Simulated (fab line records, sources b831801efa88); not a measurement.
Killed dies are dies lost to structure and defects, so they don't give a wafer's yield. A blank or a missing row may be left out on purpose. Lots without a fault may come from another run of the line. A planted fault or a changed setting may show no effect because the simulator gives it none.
A sampling plan put to the test | flow sfq_line | one fab line, 54 faults that these records tell of, each judged on the records of the lots that it struck
The plan is the line's own looks: the steps of the route at which a gauge or an inspection reads the wafer and doesn't change it. A look can be judged if struck wafers have a number there and the file gives its usual mean and standard deviation on fault-free wafers. Caught: at a look after the fault's first step, the mean of the struck wafers lies 4 or more of those standard deviations (sigma) from the usual mean. On the tool: the same test on the tool's own readings at the fault's steps. Another recipe on the struck wafers, or a record that is blank for them alone, also counts as caught.

THE FAULTS, as the simulator had put them in
1. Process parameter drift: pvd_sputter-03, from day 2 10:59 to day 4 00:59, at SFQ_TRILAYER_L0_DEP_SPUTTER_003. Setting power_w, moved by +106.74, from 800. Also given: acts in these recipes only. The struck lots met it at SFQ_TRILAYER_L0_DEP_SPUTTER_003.
2. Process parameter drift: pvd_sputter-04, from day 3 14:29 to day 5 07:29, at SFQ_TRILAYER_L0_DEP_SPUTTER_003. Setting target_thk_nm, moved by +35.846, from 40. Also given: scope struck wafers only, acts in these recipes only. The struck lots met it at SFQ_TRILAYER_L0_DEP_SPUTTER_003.
3. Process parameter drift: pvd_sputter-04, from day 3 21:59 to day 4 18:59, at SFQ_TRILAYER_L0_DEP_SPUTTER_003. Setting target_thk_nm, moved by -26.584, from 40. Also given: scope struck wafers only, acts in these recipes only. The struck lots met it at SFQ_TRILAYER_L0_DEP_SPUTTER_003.
4. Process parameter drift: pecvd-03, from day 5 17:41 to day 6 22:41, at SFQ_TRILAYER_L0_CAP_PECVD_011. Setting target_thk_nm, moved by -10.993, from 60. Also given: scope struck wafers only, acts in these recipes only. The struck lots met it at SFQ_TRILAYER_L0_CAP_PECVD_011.
5. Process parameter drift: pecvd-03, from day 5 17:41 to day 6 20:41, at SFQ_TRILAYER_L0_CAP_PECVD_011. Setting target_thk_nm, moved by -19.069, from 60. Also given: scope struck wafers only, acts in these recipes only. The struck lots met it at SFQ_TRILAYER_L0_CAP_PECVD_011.
6. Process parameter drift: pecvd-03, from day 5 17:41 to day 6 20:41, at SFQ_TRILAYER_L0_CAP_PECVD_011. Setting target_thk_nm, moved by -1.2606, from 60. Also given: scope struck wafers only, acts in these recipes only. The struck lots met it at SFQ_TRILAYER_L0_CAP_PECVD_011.
7. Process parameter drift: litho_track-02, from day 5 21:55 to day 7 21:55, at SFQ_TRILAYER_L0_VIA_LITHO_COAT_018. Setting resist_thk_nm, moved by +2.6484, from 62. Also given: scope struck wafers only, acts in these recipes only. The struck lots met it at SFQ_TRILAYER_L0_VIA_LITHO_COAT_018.
8. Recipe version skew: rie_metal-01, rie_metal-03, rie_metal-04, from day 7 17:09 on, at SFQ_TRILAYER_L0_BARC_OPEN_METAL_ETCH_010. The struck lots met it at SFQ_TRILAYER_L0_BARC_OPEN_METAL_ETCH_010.
9. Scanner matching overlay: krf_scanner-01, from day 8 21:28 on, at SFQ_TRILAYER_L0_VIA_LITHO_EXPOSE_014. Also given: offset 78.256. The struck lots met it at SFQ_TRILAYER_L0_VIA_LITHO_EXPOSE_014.
10. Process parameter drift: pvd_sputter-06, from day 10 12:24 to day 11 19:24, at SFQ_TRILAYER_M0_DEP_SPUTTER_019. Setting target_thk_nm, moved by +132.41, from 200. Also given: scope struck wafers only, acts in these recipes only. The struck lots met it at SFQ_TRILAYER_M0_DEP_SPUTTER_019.
11. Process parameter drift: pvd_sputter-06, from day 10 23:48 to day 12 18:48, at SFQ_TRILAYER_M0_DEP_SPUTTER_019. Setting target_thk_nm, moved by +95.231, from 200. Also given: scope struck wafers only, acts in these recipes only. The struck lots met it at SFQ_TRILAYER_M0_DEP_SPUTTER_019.
12. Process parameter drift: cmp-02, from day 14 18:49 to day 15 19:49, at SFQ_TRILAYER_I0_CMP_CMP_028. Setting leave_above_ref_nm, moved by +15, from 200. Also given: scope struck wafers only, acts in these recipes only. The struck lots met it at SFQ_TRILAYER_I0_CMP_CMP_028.
13. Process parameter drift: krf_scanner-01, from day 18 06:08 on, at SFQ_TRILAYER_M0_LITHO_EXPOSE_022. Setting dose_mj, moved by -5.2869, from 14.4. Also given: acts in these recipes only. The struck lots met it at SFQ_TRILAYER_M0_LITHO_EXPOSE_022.
14. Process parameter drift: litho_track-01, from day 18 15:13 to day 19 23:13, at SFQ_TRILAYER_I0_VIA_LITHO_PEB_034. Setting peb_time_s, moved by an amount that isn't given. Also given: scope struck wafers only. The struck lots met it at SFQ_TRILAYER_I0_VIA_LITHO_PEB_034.
15. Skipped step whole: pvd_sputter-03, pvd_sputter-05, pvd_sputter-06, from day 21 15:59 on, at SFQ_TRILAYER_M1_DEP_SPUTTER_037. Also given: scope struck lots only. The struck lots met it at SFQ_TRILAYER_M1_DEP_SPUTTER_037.
16. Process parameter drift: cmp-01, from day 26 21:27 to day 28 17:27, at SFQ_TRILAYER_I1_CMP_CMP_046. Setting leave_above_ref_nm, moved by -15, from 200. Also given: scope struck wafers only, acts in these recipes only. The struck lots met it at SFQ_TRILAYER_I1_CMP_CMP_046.
17. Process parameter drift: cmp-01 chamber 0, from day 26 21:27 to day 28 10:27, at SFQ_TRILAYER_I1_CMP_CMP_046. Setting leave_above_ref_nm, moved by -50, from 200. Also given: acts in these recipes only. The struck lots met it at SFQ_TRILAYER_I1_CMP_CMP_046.
18. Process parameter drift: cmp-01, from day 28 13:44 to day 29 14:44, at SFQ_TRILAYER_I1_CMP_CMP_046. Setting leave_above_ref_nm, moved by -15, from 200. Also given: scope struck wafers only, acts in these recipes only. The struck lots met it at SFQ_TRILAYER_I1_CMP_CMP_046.
19. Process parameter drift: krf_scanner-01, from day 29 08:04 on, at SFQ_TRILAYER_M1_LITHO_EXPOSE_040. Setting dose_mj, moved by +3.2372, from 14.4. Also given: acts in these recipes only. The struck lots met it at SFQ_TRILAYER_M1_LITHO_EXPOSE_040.
20. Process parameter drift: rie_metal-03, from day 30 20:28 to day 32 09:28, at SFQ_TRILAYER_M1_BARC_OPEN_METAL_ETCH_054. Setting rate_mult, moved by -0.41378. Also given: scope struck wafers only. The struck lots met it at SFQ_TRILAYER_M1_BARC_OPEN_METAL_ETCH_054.
21. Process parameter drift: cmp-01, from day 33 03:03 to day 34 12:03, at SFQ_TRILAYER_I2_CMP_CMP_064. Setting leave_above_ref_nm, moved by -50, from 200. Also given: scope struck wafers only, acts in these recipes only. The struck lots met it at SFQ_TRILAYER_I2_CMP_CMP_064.
22. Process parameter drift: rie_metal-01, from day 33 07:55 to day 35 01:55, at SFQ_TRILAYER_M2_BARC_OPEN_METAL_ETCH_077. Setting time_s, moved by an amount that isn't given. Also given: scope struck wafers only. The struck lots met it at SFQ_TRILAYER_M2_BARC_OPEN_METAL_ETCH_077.
23. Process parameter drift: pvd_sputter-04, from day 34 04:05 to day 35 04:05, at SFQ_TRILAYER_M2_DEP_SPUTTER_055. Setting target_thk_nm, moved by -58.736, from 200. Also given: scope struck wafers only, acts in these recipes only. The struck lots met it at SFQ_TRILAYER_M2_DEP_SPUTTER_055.
24. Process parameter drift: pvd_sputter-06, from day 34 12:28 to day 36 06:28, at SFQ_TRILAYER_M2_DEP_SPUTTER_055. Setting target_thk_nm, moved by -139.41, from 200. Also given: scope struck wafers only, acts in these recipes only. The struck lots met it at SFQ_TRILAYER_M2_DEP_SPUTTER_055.
25. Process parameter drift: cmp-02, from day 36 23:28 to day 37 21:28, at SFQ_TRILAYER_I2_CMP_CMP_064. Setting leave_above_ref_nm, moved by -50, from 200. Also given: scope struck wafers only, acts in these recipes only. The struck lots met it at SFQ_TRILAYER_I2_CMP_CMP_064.
26. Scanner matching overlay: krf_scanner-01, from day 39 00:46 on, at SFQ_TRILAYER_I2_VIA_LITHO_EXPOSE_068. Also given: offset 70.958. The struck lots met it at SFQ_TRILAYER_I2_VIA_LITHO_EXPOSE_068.
27. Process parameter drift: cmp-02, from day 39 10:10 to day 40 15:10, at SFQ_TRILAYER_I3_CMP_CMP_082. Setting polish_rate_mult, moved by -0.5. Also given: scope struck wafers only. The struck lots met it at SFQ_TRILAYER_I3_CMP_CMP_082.
28. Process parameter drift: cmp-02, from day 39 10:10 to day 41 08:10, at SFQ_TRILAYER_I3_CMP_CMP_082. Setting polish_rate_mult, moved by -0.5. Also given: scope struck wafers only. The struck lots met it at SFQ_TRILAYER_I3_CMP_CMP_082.
29. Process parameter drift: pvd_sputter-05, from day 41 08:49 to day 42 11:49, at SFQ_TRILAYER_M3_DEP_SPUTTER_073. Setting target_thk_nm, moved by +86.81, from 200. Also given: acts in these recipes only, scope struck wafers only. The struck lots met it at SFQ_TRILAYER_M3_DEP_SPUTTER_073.
30. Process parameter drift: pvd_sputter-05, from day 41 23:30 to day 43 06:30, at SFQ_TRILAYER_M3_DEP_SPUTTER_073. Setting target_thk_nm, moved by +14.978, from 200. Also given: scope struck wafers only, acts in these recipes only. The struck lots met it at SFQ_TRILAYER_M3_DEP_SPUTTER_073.
31. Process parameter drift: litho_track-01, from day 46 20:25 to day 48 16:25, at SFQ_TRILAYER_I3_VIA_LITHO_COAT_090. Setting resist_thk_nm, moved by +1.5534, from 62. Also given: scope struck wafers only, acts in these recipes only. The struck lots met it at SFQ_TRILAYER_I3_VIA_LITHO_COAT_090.
32. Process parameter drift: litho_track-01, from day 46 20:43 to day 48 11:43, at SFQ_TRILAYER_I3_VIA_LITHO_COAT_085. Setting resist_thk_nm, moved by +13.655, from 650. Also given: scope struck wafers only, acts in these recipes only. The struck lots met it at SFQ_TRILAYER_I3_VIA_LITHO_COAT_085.
33. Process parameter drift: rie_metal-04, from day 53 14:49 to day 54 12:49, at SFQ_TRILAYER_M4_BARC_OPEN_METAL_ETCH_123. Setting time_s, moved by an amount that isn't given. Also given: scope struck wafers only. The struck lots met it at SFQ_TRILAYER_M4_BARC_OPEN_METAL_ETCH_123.
34. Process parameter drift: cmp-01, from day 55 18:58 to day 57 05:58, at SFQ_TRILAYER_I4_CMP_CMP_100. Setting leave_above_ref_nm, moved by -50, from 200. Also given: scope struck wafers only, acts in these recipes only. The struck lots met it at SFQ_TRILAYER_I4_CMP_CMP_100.
35. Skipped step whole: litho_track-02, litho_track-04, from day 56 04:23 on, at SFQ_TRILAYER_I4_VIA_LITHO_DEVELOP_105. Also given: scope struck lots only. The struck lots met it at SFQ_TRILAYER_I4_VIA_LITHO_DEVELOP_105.
36. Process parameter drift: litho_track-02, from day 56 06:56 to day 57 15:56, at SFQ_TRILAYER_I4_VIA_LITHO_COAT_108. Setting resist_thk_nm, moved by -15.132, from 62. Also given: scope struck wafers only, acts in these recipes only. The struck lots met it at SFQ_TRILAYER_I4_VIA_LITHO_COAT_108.
37. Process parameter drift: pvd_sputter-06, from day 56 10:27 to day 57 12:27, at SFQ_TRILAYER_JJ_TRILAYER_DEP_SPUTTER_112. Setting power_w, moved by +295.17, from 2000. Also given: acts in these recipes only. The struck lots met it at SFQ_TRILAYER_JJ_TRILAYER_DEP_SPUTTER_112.
38. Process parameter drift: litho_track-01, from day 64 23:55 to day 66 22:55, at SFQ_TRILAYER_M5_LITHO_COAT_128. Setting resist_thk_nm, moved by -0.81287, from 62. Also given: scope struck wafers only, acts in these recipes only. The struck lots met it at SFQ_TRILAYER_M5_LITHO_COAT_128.
39. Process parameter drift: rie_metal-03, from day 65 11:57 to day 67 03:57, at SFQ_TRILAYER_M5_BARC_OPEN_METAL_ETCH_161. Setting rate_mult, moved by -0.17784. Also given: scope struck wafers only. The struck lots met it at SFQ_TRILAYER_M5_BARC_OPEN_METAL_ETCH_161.
40. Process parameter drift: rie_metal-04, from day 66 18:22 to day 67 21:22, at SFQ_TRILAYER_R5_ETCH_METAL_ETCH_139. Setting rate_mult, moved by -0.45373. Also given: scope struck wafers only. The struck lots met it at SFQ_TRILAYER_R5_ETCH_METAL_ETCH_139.
41. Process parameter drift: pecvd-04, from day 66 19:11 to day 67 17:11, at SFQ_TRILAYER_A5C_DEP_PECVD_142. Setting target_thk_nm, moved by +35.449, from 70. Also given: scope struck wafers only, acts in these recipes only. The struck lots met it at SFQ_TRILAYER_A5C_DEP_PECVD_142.
42. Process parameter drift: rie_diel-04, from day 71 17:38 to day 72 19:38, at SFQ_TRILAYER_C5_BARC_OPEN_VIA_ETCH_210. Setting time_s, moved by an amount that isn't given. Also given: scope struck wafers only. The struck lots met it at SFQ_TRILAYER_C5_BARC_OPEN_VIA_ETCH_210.
43. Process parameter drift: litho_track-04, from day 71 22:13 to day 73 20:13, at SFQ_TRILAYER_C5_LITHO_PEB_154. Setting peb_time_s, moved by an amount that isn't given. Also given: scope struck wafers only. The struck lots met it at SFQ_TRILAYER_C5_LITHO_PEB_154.
44. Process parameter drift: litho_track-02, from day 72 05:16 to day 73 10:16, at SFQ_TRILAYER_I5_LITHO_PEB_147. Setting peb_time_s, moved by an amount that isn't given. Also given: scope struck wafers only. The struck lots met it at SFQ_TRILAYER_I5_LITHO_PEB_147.
45. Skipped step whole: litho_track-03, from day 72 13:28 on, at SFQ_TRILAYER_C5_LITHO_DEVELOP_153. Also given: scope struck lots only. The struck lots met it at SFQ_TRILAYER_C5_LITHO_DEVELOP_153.
46. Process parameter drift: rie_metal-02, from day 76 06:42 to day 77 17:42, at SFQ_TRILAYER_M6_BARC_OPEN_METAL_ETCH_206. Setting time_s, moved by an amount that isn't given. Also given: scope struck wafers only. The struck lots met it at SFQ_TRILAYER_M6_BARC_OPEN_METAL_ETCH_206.
47. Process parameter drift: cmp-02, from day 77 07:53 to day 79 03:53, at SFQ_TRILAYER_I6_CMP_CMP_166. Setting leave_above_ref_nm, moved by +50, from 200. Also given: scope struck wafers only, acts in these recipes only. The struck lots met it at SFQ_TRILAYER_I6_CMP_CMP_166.
48. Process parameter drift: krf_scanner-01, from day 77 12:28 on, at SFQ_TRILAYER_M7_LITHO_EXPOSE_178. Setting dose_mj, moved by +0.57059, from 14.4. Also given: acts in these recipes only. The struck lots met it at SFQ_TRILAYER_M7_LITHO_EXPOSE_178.
49. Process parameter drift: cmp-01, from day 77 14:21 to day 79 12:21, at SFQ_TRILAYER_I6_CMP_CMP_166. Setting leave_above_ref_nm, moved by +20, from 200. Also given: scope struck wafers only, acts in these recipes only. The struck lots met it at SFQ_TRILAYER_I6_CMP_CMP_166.
50. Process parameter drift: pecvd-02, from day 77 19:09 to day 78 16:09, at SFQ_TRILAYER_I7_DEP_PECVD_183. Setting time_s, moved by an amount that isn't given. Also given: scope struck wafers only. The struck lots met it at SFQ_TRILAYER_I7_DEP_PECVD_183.
51. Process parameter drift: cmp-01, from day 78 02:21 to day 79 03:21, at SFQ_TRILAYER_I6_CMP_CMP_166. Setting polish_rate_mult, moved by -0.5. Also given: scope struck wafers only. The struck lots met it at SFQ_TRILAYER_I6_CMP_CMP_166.
52. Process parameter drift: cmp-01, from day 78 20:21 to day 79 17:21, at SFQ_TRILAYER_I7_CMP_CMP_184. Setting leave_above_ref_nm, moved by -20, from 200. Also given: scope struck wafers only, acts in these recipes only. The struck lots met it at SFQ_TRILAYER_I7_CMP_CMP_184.
53. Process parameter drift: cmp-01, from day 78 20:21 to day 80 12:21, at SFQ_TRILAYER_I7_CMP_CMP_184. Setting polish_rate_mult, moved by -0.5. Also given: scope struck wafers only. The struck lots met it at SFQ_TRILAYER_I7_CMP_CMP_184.
54. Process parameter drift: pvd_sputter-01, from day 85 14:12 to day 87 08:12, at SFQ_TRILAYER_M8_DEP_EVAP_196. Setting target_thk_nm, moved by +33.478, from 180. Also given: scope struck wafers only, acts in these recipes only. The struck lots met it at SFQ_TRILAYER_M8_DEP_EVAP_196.

WHAT THE PLAN SAW
fault | on the tool itself                               | first look that catches it                      | reading, sigma              | median hours from its first step to that look | hours from the fault's start to the first struck lot there | judged looks passed uncaught
1     | cathode_dc_power_W +99 or beyond sigma           | SFQ_L0_RS_MEAS_901                              | L0_MONX_KI_RS -11           | 0.1                                           | 3                                                          | 0
2     | under 2 sigma                                    | SFQ_L0_RS_MEAS_901                              | L0_MONX_KI_RS -44           | 0.1                                           | 5                                                          | 0
3     | under 2 sigma                                    | SFQ_L0_RS_MEAS_901                              | L0_MONX_KI_RS +99 or beyond | 0.1                                           | 3                                                          | 0
4     | under 2 sigma                                    | no look after it can be judged                  | -                           | -                                             | -                                                          | 0
5     | under 2 sigma                                    | no look after it can be judged                  | -                           | -                                             | -                                                          | 0
6     | under 2 sigma                                    | not the one look that can be judged after it    | -                           | -                                             | -                                                          | 1
7     | no reading that can be judged                    | no look after it can be judged                  | -                           | -                                             | -                                                          | 0
8     | oes_product_au +29 sigma                         | no look after it can be judged                  | -                           | -                                             | -                                                          | 0
9     | no reading that can be judged                    | SFQ_L0V_OVL_MEAS_903                            | L0V_OVL +18                 | 1.5                                           | 5                                                          | 0
10    | under 2 sigma                                    | SFQ_M0_RS_MEAS_904                              | M0_NB_RS -36                | 0.1                                           | 9                                                          | 0
11    | under 2 sigma                                    | SFQ_M0_RS_MEAS_904                              | M0_NB_RS -28                | 0.1                                           | 2                                                          | 0
12    | under 2 sigma                                    | no look after it can be judged                  | -                           | -                                             | -                                                          | 0
13    | exposure_dose_mJ_cm2 -99 or beyond sigma         | none of the 5 looks that can be judged after it | -                           | -                                             | -                                                          | 5
14    | no reading that can be judged                    | not the one look that can be judged after it    | -                           | -                                             | -                                                          | 1
15    | the tool's record is blank for the struck wafers | no look after it can be judged                  | -                           | -                                             | -                                                          | 0
16    | only faintly: time_to_endpoint_s +2.2 sigma      | no look after it can be judged                  | -                           | -                                             | -                                                          | 0
17    | time_to_endpoint_s +6.8 sigma                    | no look after it can be judged                  | -                           | -                                             | -                                                          | 0
18    | under 2 sigma                                    | no look after it can be judged                  | -                           | -                                             | -                                                          | 0
19    | exposure_dose_mJ_cm2 +99 or beyond sigma         | none of the 5 looks that can be judged after it | -                           | -                                             | -                                                          | 5
20    | under 2 sigma                                    | no look after it can be judged                  | -                           | -                                             | -                                                          | 0
21    | time_to_endpoint_s +5.1 sigma                    | no look after it can be judged                  | -                           | -                                             | -                                                          | 0
22    | oes_product_au +26 sigma                         | no look after it can be judged                  | -                           | -                                             | -                                                          | 0
23    | under 2 sigma                                    | SFQ_M2_RS_MEAS_914                              | M2_NB_RS +36                | 0.2                                           | 7                                                          | 0
24    | under 2 sigma                                    | SFQ_M2_RS_MEAS_914                              | M2_NB_RS +99 or beyond      | 0.1                                           | 2                                                          | 0
25    | time_to_endpoint_s +5.2 sigma                    | no look after it can be judged                  | -                           | -                                             | -                                                          | 0
26    | no reading that can be judged                    | SFQ_I2_OVL_MEAS_918                             | I2_OVL +13                  | 1.3                                           | 0                                                          | 0
27    | time_to_endpoint_s +7.4 sigma                    | none of the 3 looks that can be judged after it | -                           | -                                             | -                                                          | 3
28    | time_to_endpoint_s +8.0 sigma                    | no look after it can be judged                  | -                           | -                                             | -                                                          | 0
29    | under 2 sigma                                    | SFQ_M3_RS_MEAS_919                              | M3_NB_RS -29                | 0.1                                           | 11                                                         | 0
30    | under 2 sigma                                    | SFQ_M3_RS_MEAS_919                              | M3_NB_RS -6.1               | 0.1                                           | 4                                                          | 0
31    | under 2 sigma                                    | not the one look that can be judged after it    | -                           | -                                             | -                                                          | 1
32    | no reading that can be judged                    | not the one look that can be judged after it    | -                           | -                                             | -                                                          | 1
33    | run_length_s +13 sigma                           | no look after it can be judged                  | -                           | -                                             | -                                                          | 0
34    | time_to_endpoint_s +5.1 sigma                    | no look after it can be judged                  | -                           | -                                             | -                                                          | 0
35    | no reading that can be judged                    | no look after it can be judged                  | -                           | -                                             | -                                                          | 0
36    | no reading that can be judged                    | no look after it can be judged                  | -                           | -                                             | -                                                          | 0
37    | cathode_dc_power_W +99 or beyond sigma           | SFQ_JJ_RS_MEAS_929                              | JJ_NB_RS -13                | 0.1                                           | 2                                                          | 0
38    | no reading that can be judged                    | not the one look that can be judged after it    | -                           | -                                             | -                                                          | 1
39    | under 2 sigma                                    | no look after it can be judged                  | -                           | -                                             | -                                                          | 0
40    | oes_product_au -52 sigma                         | none of the 4 looks that can be judged after it | -                           | -                                             | -                                                          | 4
41    | under 2 sigma                                    | not the one look that can be judged after it    | -                           | -                                             | -                                                          | 1
42    | run_length_s +27 sigma                           | no look after it can be judged                  | -                           | -                                             | -                                                          | 0
43    | under 2 sigma                                    | not the one look that can be judged after it    | -                           | -                                             | -                                                          | 1
44    | heater_power_total_W +77 sigma                   | not the one look that can be judged after it    | -                           | -                                             | -                                                          | 1
45    | no reading that can be judged                    | no look after it can be judged                  | -                           | -                                             | -                                                          | 0
46    | oes_product_au +18 sigma                         | no look after it can be judged                  | -                           | -                                             | -                                                          | 0
47    | time_to_endpoint_s -5.5 sigma                    | no look after it can be judged                  | -                           | -                                             | -                                                          | 0
48    | exposure_dose_mJ_cm2 +41 sigma                   | not the one look that can be judged after it    | -                           | -                                             | -                                                          | 1
49    | under 2 sigma                                    | not the one look that can be judged after it    | -                           | -                                             | -                                                          | 1
50    | run_length_s +32 sigma                           | no look after it can be judged                  | -                           | -                                             | -                                                          | 0
51    | time_to_endpoint_s +10 sigma                     | no look after it can be judged                  | -                           | -                                             | -                                                          | 0
52    | under 2 sigma                                    | not the one look that can be judged after it    | -                           | -                                             | -                                                          | 1
53    | time_to_endpoint_s +7.5 sigma                    | none of the 6 looks that can be judged after it | -                           | -                                             | -                                                          | 6
54    | under 2 sigma                                    | SFQ_M8_RS_MEAS_949                              | M8_AU_RS -12                | 0.5                                           | 5                                                          | 0
A dash: the fault isn't caught, or these records don't give the number.

Caught at a look: 13 of 54. Caught on the tool: 23 of 54. By one or the other: 34 of 54.
Caught on the tool alone: faults 8, 13, 15, 17, 19, 21, 22, 25, 27, 28, 33, 34, 40, 42, 44, 46, 47, 48, 50, 51, 53.
Caught at a look alone: faults 2, 3, 9, 10, 11, 23, 24, 26, 29, 30, 54.
Caught by neither: faults 4, 5, 6, 7, 12, 14, 16, 18, 20, 31, 32, 35, 36, 38, 39, 41, 43, 45, 49, 52.

THINNER SAMPLING
If the look that catches a fault measured only every second or every third lot, by lot number, the first struck lot would be measured this late in the worst case:
fault | struck lots at that look, in order of time | every lot | every second lot | every third lot
1     | L368, L371, L373                           | 3 h       | 18 h             | may miss all 3
2     | L355, L356                                 | 5 h       | 10 h             | may miss all 2
3     | L751, L753                                 | 3 h       | may miss all 2   | may miss all 2
9     | L642, L643, L644                           | 5 h       | 14 h             | 22 h
10    | L817, L818, L819                           | 9 h       | 14 h             | 20 h
11    | L781, L782                                 | 2 h       | 9 h              | may miss all 2
23    | L834, L837                                 | 7 h       | 22 h             | may miss all 2
24    | L788, L789                                 | 2 h       | 6 h              | may miss all 2
26    | L251, L252, L253, L254                     | 0 h       | 3 h              | 5 h
29    | L173, L174                                 | 11 h      | 19 h             | may miss all 2
30    | L513, L514                                 | 4 h       | 16 h             | may miss all 2
37    | L250, L252                                 | 2 h       | may miss all 2   | may miss all 2
54    | L604, L606                                 | 5 h       | may miss all 2   | may miss all 2
Hours are from the fault's start to the first struck lot that is measured. The limit of 4 sigma was tested on all struck wafers together, so one lot alone may lie under it. Other struck lots may not be in these records.

THE LONGEST TIMED WAY FROM STEP TO LOOK
Fault 9: a median of 1.5 hours passes between SFQ_TRILAYER_L0_VIA_LITHO_EXPOSE_014 and SFQ_L0V_OVL_MEAS_903. No look between them can be judged.
